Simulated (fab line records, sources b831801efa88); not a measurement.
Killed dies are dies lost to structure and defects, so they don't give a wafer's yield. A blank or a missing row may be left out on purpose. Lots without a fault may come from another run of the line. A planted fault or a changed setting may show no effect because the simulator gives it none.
A struck lot beside a sound one | flow gf180mcu | 14 steps out of a route of 602
Sound: wafers L118.2, L118.3, L118.6. Struck: wafers L109.1, L109.2, L109.5. The cause comes at the end.
At each step with rows: each side's tool, then ch and its chambers, then its first start. Under that, the readings that differ: sound wafers | struck wafers | difference of the means | sigmas: that difference in standard deviations of wafers without a fault.
alike: readings whose means differ by less than 2 such deviations, and words and numbers that are the same on both sides. not compared: withheld readings, readings that some wafer has no value for, bounds like >300 that may hide the same value, and numbers for which the record gives no deviation and whose values overlap.
The two part at a step that has a row with sigmas, a row that says differs or no value, or rows on one side only. Numbers that don't overlap but have no deviation are shown without sigmas and don't part them. A reading that every wafer of one side lacks parts them only if that side has two wafers or more.

GF_VT_IMPLANT_SOFTBAKE_03: time 61.9 s.
  sound on litho_track-02 ch 0, day 9 12:47; struck on litho_track-02 ch 0, day 7 10:46
  alike: plate_sensor_t_centre_C, plate_sensor_t_edge_C
then, 3 steps without rows for these wafers: GF_VT_IMPLANT_EXPOSE_04 (exposes mask LVPWELL LV AREA, target cd 600 nm); GF_VT_IMPLANT_PEB_05; GF_VT_IMPLANT_DEVELOP_06 (develop time 60 s).
GF_VT_IMPLANT_OVL_MEAS_07:
  sound on overlay-02, day 9 21:44; struck on overlay-02, day 7 19:08
  alike: VT_IMPLANT_OVL
then, 1 step without rows for these wafers: GF_VT_IMPLANT_IMPLANT_08.
GF_VT_IMPLANT_STRIP_09: strips in O2/N2.
  sound on plasma_asher-02 ch 1, day 9 21:55; struck on plasma_asher-02 ch 0,1, day 7 19:19
  alike: drypump_motor_current_A, heater_power_w, oes_product_au, strip_time_to_endpoint_s
  not compared: rf_hours_counter_h
GF_VT_IMPLANT_TW_MEAS_10:
  sound on film_metro-02, day 9 22:02; struck on film_metro-02, day 7 19:25
  alike: VT_IMPLANT_TW
then, 4 steps without rows for these wafers: GF_VT_IMPLANT_DEHYDRATE_11 (time 60 s); GF_VT_IMPLANT_HMDS_12 (prime time 60 s); GF_VT_IMPLANT_COAT_13 (resist thk 1000 nm); GF_VT_IMPLANT_SOFTBAKE_14 (time 60 s).
GF_VT_IMPLANT_EXPOSE_15: exposes mask Nwell LV AREA, target cd 860 nm.
  sound on iline_stepper-02 ch 0, day 10 06:36; struck on iline_stepper-02, day 8 03:49
  no value came back on the struck wafers for exposure_dose_mJ_cm2, focus_offset_nm (nm), na; on the sound wafers exposure_dose_mJ_cm2 reads 139.88 140.00 140.02
  reading                            | sound                | struck               | difference | sigmas
  model.VT_IMPLANT.overlay_y_nm (nm) | 0.7654 0.7654 0.7654 | -2.689 -2.689 -2.689 | -3.454     |
  alike: mask
then, 1 step without rows for these wafers: GF_VT_IMPLANT_PEB_16.

WHERE THEY PART
Only at GF_VT_IMPLANT_EXPOSE_15, within this record.

WHY: what the simulator had put in
Skipped step whole: iline_stepper-02, from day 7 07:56 on, at GF_VT_IMPLANT_EXPOSE_15. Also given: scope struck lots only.
